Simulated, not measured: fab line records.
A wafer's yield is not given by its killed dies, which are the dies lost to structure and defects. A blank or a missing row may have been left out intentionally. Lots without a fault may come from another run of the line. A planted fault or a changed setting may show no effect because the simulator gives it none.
What tool caused it?    flow gf180mcu    Sampling: 11 lots, 33 wafers, 2 of 602 route steps

## WHAT THE GAUGES READ, wafer by wafer
GF_STI_THK_MEAS_30.
lot   measured     on            STI_OXIDATION_02_THK (nm)
L770  day 2 10:52  filmMetro-02  9.92 9.99 10.07
L771  day 2 17:17  filmMetro-02  9.81 10.01 9.84
L772  day 2 20:56  filmMetro-02  9.64 9.69 9.67
L774  day 3 10:16  filmMetro-04  9.85 9.80 9.91
L775  day 3 12:41  filmMetro-02  10.04 9.94 10.01
L777  day 4 01:29  filmMetro-02  10.16 10.08 10.21
L780  day 4 15:41  filmMetro-04  13.83 13.82 13.82
L782  day 5 02:40  filmMetro-04  13.70 13.82 13.76
L783  day 5 07:27  filmMetro-03  10.28 10.26 10.36
L786  day 5 22:39  filmMetro-02  10.27 10.10 10.03
L792  day 7 04:47  filmMetro-02  9.80 10.01 10.00

## EACH LOT AND THE TOOL THAT RAN IT (in order: tool; ch and the chambers of the sampled wafers; start)
lot   GF_STI_OXIDATION_29
L770  furnace-02 ch 0, day 2 09:28
L771  furnace-01 ch 0, day 2 15:52
L772  furnace-02 ch 0, day 2 19:32
L774  furnace-02 ch 0, day 3 08:52
L775  furnace-01 ch 0, day 3 11:16
L777  furnace-02 ch 0, day 4 00:06
L780  furnace-02 ch 0, day 4 14:18
L782  furnace-02 ch 0, day 5 01:16
L783  furnace-01 ch 0, day 5 06:03
L786  furnace-01 ch 0, day 5 21:15
L792  furnace-01 ch 0, day 7 03:23
- GF_STI_OXIDATION_29: stabilise 600 s, purge 300 s, target thk 10 nm.

## AS READ BY THE TOOLS THEMSELVES (means over the sampled wafers that have a number; for cases with no such wafer, the mark the record gives instead)
GF_STI_OXIDATION_29.
lot   tool        spikeTcBottomC (C)  spikeTcCentreC (C)  spikeTcLowerC (C)  spikeTcTopC (C)  spikeTcUpperC (C)  zonePowerLowerPct (%)  zonePowerUpperPct (%)
L770  furnace-02  919.5               901.9               901.6              908              900.2              17.2                   20.35
L771  furnace-01  917.6               899.5               902.0              915              902.0              16.7                   20.46
L772  furnace-02  919.9               901.3               900.6              907              900.0              17.4                   20.34
L774  furnace-02  918.8               900.5               901.7              907              900.5              17.3                   20.36
L775  furnace-01  919.4               899.0               900.4              917              900.7              16.5                   20.35
L777  furnace-02  919.9               900.0               901.6              908              901.0              17.3                   20.06
L780  furnace-02  948.7               931.0               930.7              938              930.6              18.9                   21.64
L782  furnace-02  949.0               931.4               931.3              937              930.8              18.7                   21.84
L783  furnace-01  919.9               899.6               901.5              917              901.9              16.5                   20.72
L786  furnace-01  920.0               900.1               900.7              916              901.3              16.5                   20.27
L792  furnace-01  918.6               899.4               901.1              916              902.6              16.5                   20.21

## THE ANSWER, worked out from the rows above alone
Rule: what is usual is taken from the lots themselves. The widest of any qualifying gaps counts: lots, ordered by their means at a reading, are off when they make up no more than a third of the lots, leave a main group of 4 or more, and stand apart from it by 3 or more times the standard deviation of that group's means. A main group is skipped when, at the precision printed for the reading in the tables above, its means are all equal. A lot without any number at a reading at which 4 lots or more have one is off too. All remaining lots with rows at the step are treated as sound. After the gauges, taken in route order, come the tools' own readings; for these a lot's mean is taken, as printed above. At the first step where some lot is off, the reading lying furthest off is the one used; lots without a number count as furthest.
Off: L780, L782, seen at GF_STI_THK_MEAS_30 (STI_OXIDATION_02_THK). The main group: mean 9.99 nm, standard deviation 0.18.
If a tool, at a process step before that reading, ran all the lots that are off and no sound lot after the first of them, it fits. Not tried: the gauges at GF_STI_THK_MEAS_30; whatever is off there is also off at GF_STI_OXIDATION_29, on other tools, and gauge error can't account for it. One candidate fits, namely furnace-02 at GF_STI_OXIDATION_29. Its last sound lot is L777 (day 4 00:06), its first lot that is off L780 (day 4 14:18): a fault that began between those two fits.
The tool's own readings at GF_STI_OXIDATION_29 bear it out: on the lots that are off they differ by more than 5 times the standard deviation of the sound lots' means. spikeTcBottomC reads 948.9 C there against 919.3 C on the sound lots; spikeTcCentreC reads 931.2 C there against 900.1 C on the sound lots; spikeTcLowerC reads 931.0 C there against 901.2 C on the sound lots; spikeTcTopC reads 938 C there against 912 C on the sound lots; spikeTcUpperC reads 930.7 C there against 901.1 C on the sound lots; zonePowerUpperPct reads 21.74 % there against 20.35 % on the sound lots.

## WHAT HAD BEEN PUT IN BY THE SIMULATOR
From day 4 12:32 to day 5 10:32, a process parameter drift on furnace-02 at GF_STI_OXIDATION_29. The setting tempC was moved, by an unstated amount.
Struck lots among those shown: L780, L782. This agrees with what the rule above found.
